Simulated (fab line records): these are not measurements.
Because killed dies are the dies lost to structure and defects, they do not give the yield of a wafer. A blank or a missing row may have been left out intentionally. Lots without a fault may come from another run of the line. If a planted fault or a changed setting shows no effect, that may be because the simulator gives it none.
Problem report, 8D (eight disciplines) form, completed by code    flow gf180mcu    the parts of the form that need people (team, actions taken, sign-off) are left out

## 1. WHAT IS WRONG
Wafers without a fault read 542 s, standard deviation 3.8; run-length-s at GF_STI_WET_ETCH_17 reads a mean of 98 s on 6 wafers belonging to 2 lots. That is -99 or more standard deviations from the usual mean.
The step: etches Si3N4 in H3PO4, target depth 45 nm, time 514 s.
Seen first at day 3 19:05 on wet-bench-03, wafer L970.1. The record holds 42 wafers of 14 lots with a number at this step. By rule, "out" or "out of limits" means more than 4 standard deviations away from the usual mean. The rest of the wafers with a number are treated as sound.

## 2. WHAT IT IS AND WHAT IT IS NOT
question                     is                      is not
which readings at this step  run-length-s            bath-heat-duty-pct
which lots                   L970, L972              L962, L963, L964, L966, L967, L968, L969, L975, L979, L980, L981, L982
which wafers of those lots   all that have a number  -
read on which tools          wet-bench-03            wet-bench-01, wet-bench-02
when                         from day 3 19:05        up to then (21 sound wafers); but 15 sound wafers of L975, L979, L980, L981, L982 came after

## 3. THE SUSPECTS, EACH WITH WHAT RULES IT OUT
Counting: a tool at a process step up to the reading stays a suspect if it ran every lot that is out and no sound lot after the first of them.
- wet-bench-03 at GF_STI_WET_ETCH_17 (etches Si3N4 in H3PO4, target depth 45 nm, time 514 s): kept. It ran every lot that is out, first L970 (day 3 19:05), and no sound lot after that; its last sound lot up to then is L968 (day 3 08:17). Its own readings are out on those wafers: run-length-s.
After counting, what remains is wet-bench-03 at GF_STI_WET_ETCH_17.

## 4. THE CAUSE (what the simulator had put in)
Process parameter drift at GF_STI_WET_ETCH_17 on wet-bench-03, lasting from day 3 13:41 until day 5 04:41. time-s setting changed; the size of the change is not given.
After counting, this tool was the only one left.

## 5. SEQUENCE OF EFFECTS, ordered by route
Each row: a reading where the mean over the struck wafers with a number is more than 3 standard deviations away from the usual. Readings are gone through only where the record gives a usual standard deviation; hours: the median, over the lots, of the time from a lot's start at the first step in this table giving one to that lot's start at this step; sigmas: the change measured in usual standard deviations.
hours  step                reading       usual  on struck wafers  change  sigmas
0      GF_STI_WET_ETCH_17  run-length-s  542 s  98                -444    -99 or more
Here are the process steps it includes:
- GF_STI_WET_ETCH_17: etches Si3N4 in H3PO4, target depth 45 nm, time 514 s.
Later measuring or inspecting steps at which every struck wafer that the step has a row for has a number for every such reading, and none has moved that far: GF_VT_IMPLANT_RS_MEAS_47, GF_CONTACT_THK_MEAS_26.

## 6. WHAT WOULD HAVE CAUGHT IT SOONER
First out-of-limits reading in this record: day 3 19:05, which is 5 hours after fault onset at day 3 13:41.
